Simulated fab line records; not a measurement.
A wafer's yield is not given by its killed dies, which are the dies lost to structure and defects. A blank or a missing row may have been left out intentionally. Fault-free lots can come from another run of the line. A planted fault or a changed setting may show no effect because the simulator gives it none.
fab line records | flow gf180mcu
record lots=5 wafers=15 lastDay=33
route steps=602 shown V4@489 MIM@503
lots with no fault: from the same line, run without faults
startH: hours from the record's first day to the start of the lot's first wafer shown | waitH: time in hours since the lot's previous step | " unchanged from the row above | L1.1+2: several wafers, shown together as one row | - no value, or no start given | * or withheld: withheld | < > ~ a bound
route shown NAME@n: names a module that has steps shown in the file, with the first one's number in the route | usual: mean/standard deviation taken from wafers without a fault | same: alike in all rows | chamber/n: place in a boat | sites: the reading at each site | _std_site: the values' standard deviation | _edge_site: mean of outer sites minus mean of inner sites | radiusMm: how far each site lies from the wafer's centre | mask NAME#n: copy n | behind: the last tool/chamber to shape the wafer | hold: what put the lot on hold/how long, in hours/how the hold closed | device: the n, p or np transistor that did not switch | end of line: the tests these same wafers got at the end of their route | a step without rows: its recipe alone | killed: at the first sort, the dies lost to defects and structure; wafer yield is something else | map: per-die view of a wafer (x killed, . not killed, _ where there is no die)
set.NAME: the run value of the setting; set.NAME@STEP: its run value at that earlier step | model.NAME: the simulator's own value behind a step, which no gauge read
lots at selected steps of the route; one table per step, one row per wafer
services: a tool's chamber out of use, with start hour (startH, from the record's first day; less than 0 if before it), hours out, and reason
## steps
# step GF_V4_DEVELOP_13
# recipe developTimeS=60 resist=KrF devTempC=21
# same developTimeS=60
# columns lot.wafer tool chamber startH waitH
L077.1+4+6 lithoTrack-02 0 581.80 0.2
L081.4+5+6 lithoTrack-02 0 618.38 0.1
L085.2+3+5 lithoTrack-02 0 654.48 0.2
L086.4+5+6 lithoTrack-04 0 660.82 0.1
L091.1+5+6 lithoTrack-02 0 696.45 0.2
# step GF_V4_CD_MEAS_14
# recipe targetCdNm=260
# usual cdNm=260.1/1.1
# columns lot.wafer tool chamber startH waitH cdNm
L077.1 cdSem-02 - 581.95 0.1 259.6
L077.4 " - " " 259.1
L077.6 " - " " 259.9
L081.4 cdSem-01 - 618.51 0.1 259.4
L081.5 " - " " 258.8
L081.6 " - " " 259.2
L085.2 cdSem-01 - 654.62 0.1 260.5
L085.3 " - " " 259.3
L085.5 " - " " 259.3
L086.4 cdSem-02 - 660.95 0.1 261.9
L086.5 " - " " 261.8
L086.6 " - " " 261.1
L091.1 cdSem-01 - 696.66 0.2 259.2
L091.5 " - " " 259.3
L091.6 " - " " 258.9
# step GF_V4_OVL_MEAS_15
# usual V4_OVL=-1/5.6
# columns lot.wafer tool chamber startH waitH V4_OVL[nm]
L077.1 overlay-02 - 582.07 0.1 -2
L077.4 " - " " -4
L077.6 " - " " 1
L081.4 overlay-01 - 618.59 0.1 1
L081.5 " - " " 3
L081.6 " - " " 6
L085.2 overlay-02 - 654.73 0.1 2
L085.3 " - " " 1
L085.5 " - " " 6
L086.4 overlay-02 - 661.03 0.1 -11
L086.5 " - " " -4
L086.6 " - " " -12
L091.1 overlay-01 - 696.78 0.1 -8
L091.5 " - " " -8
L091.6 " - " " -2
# step GF_V4_ETCH_16
# recipe chemistry=N2/H2 targetDepthA=withheld overetchA=withheld timeS=withheld target=BARC ionEnergyEv=200 sourceW=500 biasW=100 pressureMtorr=30 n2FlowSccm=100 h2FlowSccm=200
# usual drypumpMotorCurrentA=5.9/0.39 oesProductAu=0.854/0.0047 throttleValvePct=13.225/0.0088
# columns lot.wafer tool chamber startH waitH drypumpMotorCurrentA oesProductAu throttleValvePct
L077.1 rieDiel-02 3 582.11 0.0 6.4 0.857 13.233
L077.4 " 0 " " 6.4 0.849 13.229
L077.6 " 2 " " 6.4 0.860 13.231
L081.4 rieDiel-01 1 618.61 0.0 5.7 0.850 13.216
L081.5 " 1 " " 5.7 0.859 13.225
L081.6 " 2 " " 5.2 0.849 13.217
L085.2 rieDiel-01 1 654.76 0.0 5.7 0.860 13.234
L085.3 " 0 " " 6.1 0.854 13.228
L085.5 " 0 " " 6.1 0.858 13.221
L086.4 rieDiel-03 2 661.05 0.0 6.4 0.862 13.219
L086.5 " 0 " " 5.6 0.851 13.221
L086.6 " 3 " " 5.7 0.856 13.218
L091.1 rieDiel-02 2 696.82 0.0 6.5 0.858 13.232
L091.5 " 2 " " 6.5 0.852 13.219
L091.6 " 0 " " 6.4 0.851 13.233
# step GF_V4_ETCH_17
# recipe chemistry=C4F8/O2/Ar maskMaterial=KrF target=SiO2 stopOn=TiN sourceW=1500 biasW=1200 pressureMtorr=40 c4f8FlowSccm=withheld O2_flow_sccm=6 Ar_flow_sccm=300 timeS=withheld targetDepthA=6300
# usual oesProductAu=0.856/0.0045
# columns lot.wafer tool chamber startH waitH oesProductAu
L077.1 rieDiel-02 3 - - 0.861
L077.4 " 0 " " 0.852
L077.6 " 2 " " 0.853
L081.4 rieDiel-01 1 - - 0.857
L081.5 " 1 " " 0.859
L081.6 " 2 " " 0.855
L085.2 rieDiel-01 1 - - 0.861
L085.3 " 0 " " 0.849
L085.5 " 0 " " 0.860
L086.4 rieDiel-03 2 - - 0.854
L086.5 " 0 " " 0.851
L086.6 " 3 " " 0.858
L091.1 rieDiel-02 2 - - 0.858
L091.5 " 2 " " 0.854
L091.6 " 0 " " 0.842
# step GF_V4_STRIP_18
# recipe chemistry=O2/N2 powerW=1400 pressureMtorr=1500 platenTempC=250 o2FlowSccm=3000 n2FlowSccm=300 overashFraction=0.5
# usual drypumpMotorCurrentA=5.5/0.35 heaterPowerW=340/39 oesProductAu=0.592/0.0044 platenTempC=249.98/0.19
# columns lot.wafer tool chamber startH waitH drypumpMotorCurrentA heaterPowerW oesProductAu platenTempC rfHoursCounterH
L077.1 plasmaAsher-01 0 582.24 - 5.0 298 0.593 250.03 94
L077.4 " 0 " " 4.9 296 0.590 250.07 -
L077.6 " 0 " " 5.0 299 0.588 249.87 -
L081.4 plasmaAsher-03 1 618.77 - 5.6 368 0.593 250.07 -
L081.5 " 1 " " 5.6 370 0.591 249.89 -
L081.6 " 0 " " 5.6 345 0.591 250.13 -
L085.2 plasmaAsher-02 1 654.89 - 6.0 425 0.587 250.45 25
L085.3 " 1 " " 6.0 427 0.600 250.09 -
L085.5 " 1 " " 6.0 428 0.592 250.04 -
L086.4 plasmaAsher-02 0 661.21 - 6.0 331 0.601 250.12 -
L086.5 " 1 " " 6.0 416 0.587 249.99 -
L086.6 " 0 " " 6.0 340 0.585 249.82 -
L091.1 plasmaAsher-01 0 696.95 - 5.0 291 0.602 249.66 107
L091.5 " 1 " " 5.4 310 0.593 249.85 -
L091.6 " 0 " " 5.0 304 0.589 249.97 -
# step GF_V4_STRIP_19
# recipe chemistry=postEtchResidueRemover timeS=1200 tempC=72.5
# columns lot.wafer tool chamber startH waitH
L077.1+4+6 wetBench-04 1 582.34 0.1
L081.4+5+6 wetBench-01 0 618.84 0.0
L085.2+3+5 wetBench-04 1 654.99 0.1
L086.4+5+6 wetBench-02 3 661.28 0.0
L091.1+5+6 wetBench-04 2 697.05 0.1
# step GF_V4_CLEAN_20
# recipe chemistry=DIW dry=n2Spin
# columns lot.wafer tool chamber startH waitH
L077.1+4+6 wetBench-02 0 582.68 0.0
L081.4+5+6 wetBench-02 1 619.52 0.0
L085.2+3+5 wetBench-02 3 655.33 0.0
L086.4+5+6 wetBench-01 3 661.62 0.0
L091.1+5+6 wetBench-01 3 697.42 0.0
# step GF_V4_SPUTTER_21
# recipe material=Ti targetThkNm=15 chamberPressurePa=5 powerW=2500 substrateTempC=200 timeS=80.02
# usual throttleValvePct=29.5/1.2
# columns lot.wafer tool chamber startH waitH throttleValvePct
L077.1 pvdSputter-04 - 582.77 0.0 28.9
L077.4 " - " " 29.8
L077.6 " - " " 28.9
L081.4 pvdSputter-04 - 619.61 0.0 28.2
L081.5 " - " " 29.1
L081.6 " - " " 29.4
L085.2 pvdSputter-01 - 655.42 0.0 30.9
L085.3 " - " " 31.5
L085.5 " - " " 30.8
L086.4 pvdSputter-04 - 661.71 0.0 28.2
L086.5 " - " " 29.4
L086.6 " - " " 29.0
L091.1 pvdSputter-01 - 697.51 0.0 31.6
L091.5 " - " " 28.1
L091.6 " - " " 30.7
# step GF_V4_SPUTTER_22
# recipe material=TiN targetThkNm=10 chamberPressurePa=5 powerW=4000 timeS=40
# usual throttleValvePct=29.5/1.2
# columns lot.wafer tool chamber startH waitH throttleValvePct
L077.1 pvdSputter-04 - 582.83 0.0 29.2
L077.4 " - " " 29.5
L077.6 " - " " 29.0
L081.4 pvdSputter-04 - 619.67 0.0 28.3
L081.5 " - " " 29.1
L081.6 " - " " 29.8
L085.2 pvdSputter-01 - 655.48 0.0 30.8
L085.3 " - " " 31.6
L085.5 " - " " 30.9
L086.4 pvdSputter-04 - 661.77 0.0 28.0
L086.5 " - " " 29.9
L086.6 " - " " 28.9
L091.1 pvdSputter-01 - 697.57 0.0 31.7
L091.5 " - " " 28.1
L091.6 " - " " 30.8
# step GF_V4_CVD_23
# recipe material=W targetThkNm=350 timeS=104.9 tempC=400 pressureTorr=40
# usual chamberPressureTorr=40.01/0.087 heaterPowerW=822/70
# columns lot.wafer tool chamber startH waitH chamberPressureTorr heaterPowerW sinceWetCleanH
L077.1 cvdW-02 1 582.87 0.0 39.95 707 679
L077.4 " 1 " " 39.94 723 -
L077.6 " 0 " " 39.96 909 -
L081.4 cvdW-02 1 619.75 0.1 40.12 709 -
L081.5 " 1 " " 39.96 705 -
L081.6 " 0 " " 40.02 934 -
L085.2 cvdW-01 0 655.52 0.0 39.90 786 252
L085.3 " 0 " " 39.99 806 -
L085.5 " 1 " " 39.87 838 -
L086.4 cvdW-01 0 661.85 0.1 39.98 795 -
L086.5 " 1 " " 39.91 838 -
L086.6 " 0 " " 39.88 794 -
L091.1 cvdW-01 0 697.61 0.0 40.02 793 294
L091.5 " 1 " " 39.98 842 -
L091.6 " 0 " " 40.06 840 -
# step GF_V4_RS_MEAS_24
# recipe thkMeasGauge=four-point-probe reads=W_of_V4_CVD_23+TiN_of_V4_SPUTTER_22+Ti_of_V4_SPUTTER_21
# usual V4_W_RS=0.328/0.0032
# columns lot.wafer tool chamber startH waitH V4_W_RS[ohm/sq]
L077.1 filmMetro-02 - 582.98 0.1 0.326
L077.4 " - " " 0.324
L077.6 " - " " 0.326
L081.4 filmMetro-02 - 619.88 0.1 0.328
L081.5 " - " " 0.327
L081.6 " - " " 0.328
L085.2 filmMetro-04 - 655.65 0.1 0.331
L085.3 " - " " 0.333
L085.5 " - " " 0.330
L086.4 filmMetro-04 - 661.99 0.1 0.325
L086.5 " - " " 0.328
L086.6 " - " " 0.324
L091.1 filmMetro-04 - 697.72 0.1 0.328
L091.5 " - " " 0.331
L091.6 " - " " 0.329
# step GF_V4_THK_MEAS_25
# recipe thkMeasGauge=xrf reads=W_of_V4_CVD_23
# usual V4_W_THK=350/5.2
# columns lot.wafer tool chamber startH waitH V4_W_THK[nm]
L077.1 filmMetro-02 - 583.10 0.1 357
L077.4 " - " " 362
L077.6 " - " " 359
L081.4 filmMetro-02 - 619.97 0.1 353
L081.5 " - " " 355
L081.6 " - " " 356
L085.2 filmMetro-04 - 655.76 0.1 346
L085.3 " - " " 342
L085.5 " - " " 343
L086.4 filmMetro-04 - 662.08 0.1 353
L086.5 " - " " 347
L086.6 " - " " 352
L091.1 filmMetro-04 - 697.84 0.1 348
L091.5 " - " " 344
L091.6 " - " " 345
# step GF_V4_CMP_26
# recipe stopOn=SiO2 downForcePsi=3.5 platenRpm=60 tOverpolishS=15 targetThkNm=0 padVelocityMS=0.94248
# usual motorCurrentA=11.2/0.51 overpolishRunS=15.001/0.0093 platenRpm=60.01/0.041 timeToEndpointS=85/4.8
# columns lot.wafer tool chamber startH waitH motorCurrentA overpolishRunS platenRpm timeToEndpointS
L077.4 cmp-02 3 583.16 0.0 11.1 14.998 60.02 82
L077.1 " 1 " " 10.8 14.997 60.01 77
L077.6 " 0 " " 12.4 15.012 59.99 77
L081.4 cmp-01 0 620.05 0.1 11.5 15.022 60.04 87
L081.5 " 3 " " 11.7 14.991 60.04 83
L081.6 " 0 " " 11.2 15.004 60.03 85
L085.2 cmp-01 0 655.81 0.0 11.3 14.993 59.89 88
L085.3 " 3 " " 10.9 15.007 59.98 83
L085.5 " 1 " " 11.4 14.985 60.06 83
L086.4 cmp-02 1 662.16 0.1 11.4 15.010 59.96 82
L086.6 " 0 " " 11.8 14.994 60.02 78
L086.5 " 1 " " 11.1 15.002 59.91 81
L091.1 cmp-01 2 697.95 0.1 11.4 15.001 60.01 91
L091.6 " 1 " " 10.6 14.981 59.99 86
L091.5 " 2 " " 11.3 15.008 60.01 89
# step GF_MIM_SPUTTER_00
# recipe material=Ti targetThkNm=37.5 arrivingIonEnergyEv=80 substrateTempC=200 chamberPressurePa=2 powerW=4000 timeS=150
# usual throttleValvePct=29.4/0.91
# columns lot.wafer tool chamber startH waitH throttleValvePct
L077.1 pvdSputter-03 - 583.46 0.1 29.8
L077.4 " - " " 28.4
L077.6 " - " " 28.3
L081.4 pvdSputter-03 - 620.35 0.2 29.8
L081.5 " - " " 29.9
L081.6 " - " " 28.6
L085.2 pvdSputter-04 - 656.11 0.2 29.0
L085.3 " - " " 28.0
L085.5 " - " " 29.8
L086.4 pvdSputter-02 - 662.41 0.2 31.1
L086.5 " - " " 29.2
L086.6 " - " " 28.6
L091.1 pvdSputter-03 - 698.20 0.2 29.9
L091.5 " - " " 30.1
L091.6 " - " " 28.3
# step GF_MIM_SPUTTER_01
# recipe material=TiN targetThkNm=30 powerW=6500 timeS=25 chamberPressurePa=0.4
# usual throttleValvePct=29.5/0.93
# columns lot.wafer tool chamber startH waitH throttleValvePct
L077.1 pvdSputter-03 - 583.56 0.1 29.8
L077.4 " - " " 28.4
L077.6 " - " " 28.7
L081.4 pvdSputter-03 - 620.42 0.0 30.1
L081.5 " - " " 29.7
L081.6 " - " " 28.5
L085.2 pvdSputter-04 - 656.21 0.1 29.2
L085.3 " - " " 28.3
L085.5 " - " " 29.4
L086.4 pvdSputter-02 - 662.51 0.1 30.6
L086.5 " - " " 29.3
L086.6 " - " " 28.6
L091.1 pvdSputter-03 - 698.30 0.1 29.9
L091.5 " - " " 29.6
L091.6 " - " " 28.4
# step GF_MIM_SPUTTER_02
# recipe material=AlCu targetThkNm=450 powerW=10600 timeS=23.9 chamberPressurePa=0.4
# usual throttleValvePct=29.5/0.95
# columns lot.wafer tool chamber startH waitH throttleValvePct
L077.1 pvdSputter-03 - 583.59 0.0 29.8
L077.4 " - " " 28.7
L077.6 " - " " 28.4
L081.4 pvdSputter-03 - 620.45 0.0 29.7
L081.5 " - " " 29.5
L081.6 " - " " 28.7
L085.2 pvdSputter-04 - 656.24 0.0 28.9
L085.3 " - " " 28.1
L085.5 " - " " 29.6
L086.4 pvdSputter-02 - 662.54 0.0 30.7
L086.5 " - " " 29.2
L086.6 " - " " 28.5
L091.1 pvdSputter-03 - 698.33 0.0 30.2
L091.5 " - " " 29.9
L091.6 " - " " 28.4
# step GF_MIM_SPUTTER_03
# recipe material=Ti targetThkNm=10 substrateTempC=300 chamberPressurePa=0.3 powerW=3000 timeS=6.7
# usual throttleValvePct=29.5/0.95
# columns lot.wafer tool chamber startH waitH throttleValvePct
L077.1 pvdSputter-03 - 583.62 0.0 29.8
L077.4 " - " " 28.3
L077.6 " - " " 28.6
L081.4 pvdSputter-03 - 620.48 0.0 29.9
L081.5 " - " " 29.9
L081.6 " - " " 28.4
L085.2 pvdSputter-04 - 656.27 0.0 29.1
L085.3 " - " " 28.1
L085.5 " - " " 29.6
L086.4 pvdSputter-02 - 662.57 0.0 30.9
L086.5 " - " " 29.4
L086.6 " - " " 28.3
L091.1 pvdSputter-03 - 698.36 0.0 29.8
L091.5 " - " " 30.0
L091.6 " - " " 28.4
# step GF_MIM_SPUTTER_04
# recipe material=TiN targetThkNm=50 powerW=6500 timeS=41.7 chamberPressurePa=0.4
# usual throttleValvePct=29.5/0.93
# columns lot.wafer tool chamber startH waitH throttleValvePct
L077.1 pvdSputter-03 - 583.64 0.0 29.7
L077.4 " - " " 28.4
L077.6 " - " " 28.5
L081.4 pvdSputter-03 - 620.51 0.0 30.1
L081.5 " - " " 29.7
L081.6 " - " " 28.6
L085.2 pvdSputter-04 - 656.29 0.0 29.1
L085.3 " - " " 28.1
L085.5 " - " " 29.6
L086.4 pvdSputter-02 - 662.59 0.0 30.7
L086.5 " - " " 29.3
L086.6 " - " " 28.5
L091.1 pvdSputter-03 - 698.38 0.0 29.8
L091.5 " - " " 29.8
L091.6 " - " " 28.7
# step GF_MIM_CVD_05
# recipe material=Si3N4 targetThkNm=42 tempMaxC=400 tempC=385 timeS=29.086 rfW=450
# usual heaterPowerW=612/56 tempMaxC=400.01/0.22
# columns lot.wafer tool chamber startH waitH heaterPowerW sinceWetCleanH tempMaxC
L077.1 pecvd-02 1 583.68 0.0 651 617 400.27
L077.4 " 2 " " 597 - 400.66
L077.6 " 1 " " 650 - 400.04
L081.4 pecvd-01 1 620.54 0.0 632 - 399.95
L081.5 " 0 " " 555 - 399.75
L081.6 " 2 " " 712 - 399.72
L085.2 pecvd-01 1 656.33 0.0 638 482 400.42
L085.3 " 0 " " 543 482 399.85
L085.5 " 2 " " 715 - 399.91
L086.4 pecvd-02 0 662.64 0.0 595 - 400.23
L086.5 " 2 " " 534 - 399.94
L086.6 " 1 " " 731 - 400.31
L091.1 pecvd-04 1 698.42 0.0 580 316 400.29
L091.5 " 2 " " 564 - 400.03
L091.6 " 1 " " 568 - 399.88
# step GF_MIM_THK_MEAS_06
# recipe reads=Si3N4_of_MIM_CVD_05
# usual MIM_CVD_05_THK=42.1/0.58
# columns lot.wafer tool chamber startH waitH MIM_CVD_05_THK[nm]
L077.1 filmMetro-02 - 583.72 0.0 41.9
L077.4 " - " " 42.5
L077.6 " - " " 42.7
L081.4 filmMetro-03 - 620.59 0.0 42.8
L081.5 " - " " 42.5
L081.6 " - " " 43.5
L085.2 filmMetro-04 - 656.38 0.0 41.2
L085.3 " - " " 41.3
L085.5 " - " " 42.7
L086.4 filmMetro-03 - 662.69 0.0 42.7
L086.5 " - " " 42.5
L086.6 " - " " 42.7
L091.1 filmMetro-02 - 698.46 0.0 41.9
L091.5 " - " " 42.8
L091.6 " - " " 42.5
# step GF_MIM_SPUTTER_07
# recipe material=TiN targetThkNm=60 powerW=6500 timeS=50 chamberPressurePa=0.4
# usual throttleValvePct=29.5/0.98
# columns lot.wafer tool chamber startH waitH throttleValvePct
L077.1 pvdSputter-04 - 583.78 0.1 29.0
L077.4 " - " " 29.0
L077.6 " - " " 29.1
L081.4 pvdSputter-04 - 620.62 0.0 28.9
L081.5 " - " " 28.3
L081.6 " - " " 28.8
L085.2 pvdSputter-03 - 656.43 0.0 29.8
L085.3 " - " " 29.7
L085.5 " - " " 28.9
L086.4 pvdSputter-03 - 662.72 0.0 30.1
L086.5 " - " " 30.0
L086.6 " - " " 28.3
L091.1 pvdSputter-02 - 698.52 0.1 28.7
L091.5 " - " " 28.3
L091.6 " - " " 29.1
# step GF_MIM_SPUTTER_08
# recipe material=AlCu targetThkNm=200 powerW=10600 timeS=10.6 chamberPressurePa=0.4
# usual throttleValvePct=29.5/1
# columns lot.wafer tool chamber startH waitH throttleValvePct
L077.1 pvdSputter-04 - 583.82 0.0 28.9
L077.4 " - " " 29.1
L077.6 " - " " 28.8
L081.4 pvdSputter-04 - 620.66 0.0 28.9
L081.5 " - " " 28.5
L081.6 " - " " 28.9
L085.2 pvdSputter-03 - 656.47 0.0 29.7
L085.3 " - " " 29.7
L085.5 " - " " 28.7
L086.4 pvdSputter-03 - 662.76 0.0 29.9
L086.5 " - " " 30.0
L086.6 " - " " 28.4
L091.1 pvdSputter-02 - 698.56 0.0 28.5
L091.5 " - " " 28.5
L091.6 " - " " 29.4
# step GF_MIM_SPUTTER_09
# recipe material=TiN targetThkNm=35 powerW=6248 timeS=29.2 chamberPressurePa=0.4
# usual throttleValvePct=29.5/0.98
# columns lot.wafer tool chamber startH waitH throttleValvePct
L077.1 pvdSputter-04 - 583.84 0.0 29.0
L077.4 " - " " 28.8
L077.6 " - " " 28.9
L081.4 pvdSputter-04 - 620.69 0.0 28.9
L081.5 " - " " 28.1
L081.6 " - " " 28.8
L085.2 pvdSputter-03 - 656.49 0.0 30.1
L085.3 " - " " 29.9
L085.5 " - " " 28.6
L086.4 pvdSputter-03 - 662.79 0.0 30.1
L086.5 " - " " 30.0
L086.6 " - " " 28.6
L091.1 pvdSputter-02 - 698.58 0.0 28.3
L091.5 " - " " 28.9
L091.6 " - " " 29.3
# step GF_MIM_RS_MEAS_10
# recipe thkMeasGauge=four-point-probe reads=TiN_of_MIM_SPUTTER_09+AlCu_of_MIM_SPUTTER_08+TiN_of_MIM_SPUTTER_07
# usual MIM_ALCU_RS=0.1595/0.0018
# columns lot.wafer tool chamber startH waitH MIM_ALCU_RS[ohm/sq]
L077.1 filmMetro-03 - 583.88 0.0 0.1608
L077.4 " - " " 0.1624
L077.6 " - " " 0.1609
L081.4 filmMetro-04 - 620.78 0.1 0.1580
L081.5 " - " " 0.1577
L081.6 " - " " 0.1594
L085.2 filmMetro-04 - 656.55 0.0 0.1592
L085.3 " - " " 0.1600
L085.5 " - " " 0.1596
L086.4 filmMetro-04 - 662.88 0.1 0.1571
L086.5 " - " " 0.1595
L086.6 " - " " 0.1598
L091.1 filmMetro-04 - 698.62 0.0 0.1585
L091.5 " - " " 0.1585
L091.6 " - " " 0.1603
# step GF_MIM_THK_MEAS_11
# recipe thkMeasGauge=xrf reads=AlCu_of_MIM_SPUTTER_08
# usual MIM_ALCU_THK=200.6/2.2
# columns lot.wafer tool chamber startH waitH MIM_ALCU_THK[nm]
L077.1 filmMetro-03 - 584.00 0.1 198.1
L077.4 " - " " 197.2
L077.6 " - " " 199.0
L081.4 filmMetro-04 - 620.87 0.1 202.4
L081.5 " - " " 203.8
L081.6 " - " " 201.4
L085.2 filmMetro-04 - 656.66 0.1 200.1
L085.3 " - " " 199.3
L085.5 " - " " 197.8
L086.4 filmMetro-04 - 662.97 0.1 202.2
L086.5 " - " " 199.1
L086.6 " - " " 199.7
L091.1 filmMetro-04 - 698.74 0.1 201.1
L091.5 " - " " 201.3
L091.6 " - " " 200.2
## services
# columns tool chamber startH hours kind
pecvd-02 - 557.98 0.8 repair
cmp-01 - 559.27 1.8 repair
cvdW-01 1 563.43 18.1 repair
cmp-01 - 572.00 4.0 pm
pvdSputter-01 - 580.42 7.6 repair
rieDiel-03 1 585.98 15.4 repair
plasmaAsher-02 - 588.00 2.2 repair
cmp-01 - 592.73 0.5 repair
pvdSputter-03 - 599.17 2.7 repair
cmp-01 - 603.18 2.7 repair
pecvd-01 2 605.31 6.3 repair
cmp-01 - 605.84 7.8 pm
rieDiel-03 3 616.67 5.3 repair
rieDiel-01 2 627.12 6.9 repair
cmp-02 - 633.25 5.3 pm
rieDiel-01 2 640.13 8.2 repair
cvdW-01 - 643.17 1.0 repair
pecvd-02 - 659.81 1.7 repair
cmp-01 - 665.76 0.9 repair
cmp-01 - 679.38 0.4 repair
rieDiel-02 1 679.44 3.2 repair
cmp-01 - 681.45 0.5 repair
pvdSputter-01 - 690.27 3.1 repair
pvdSputter-02 - 695.77 1.9 repair
## key
fault none
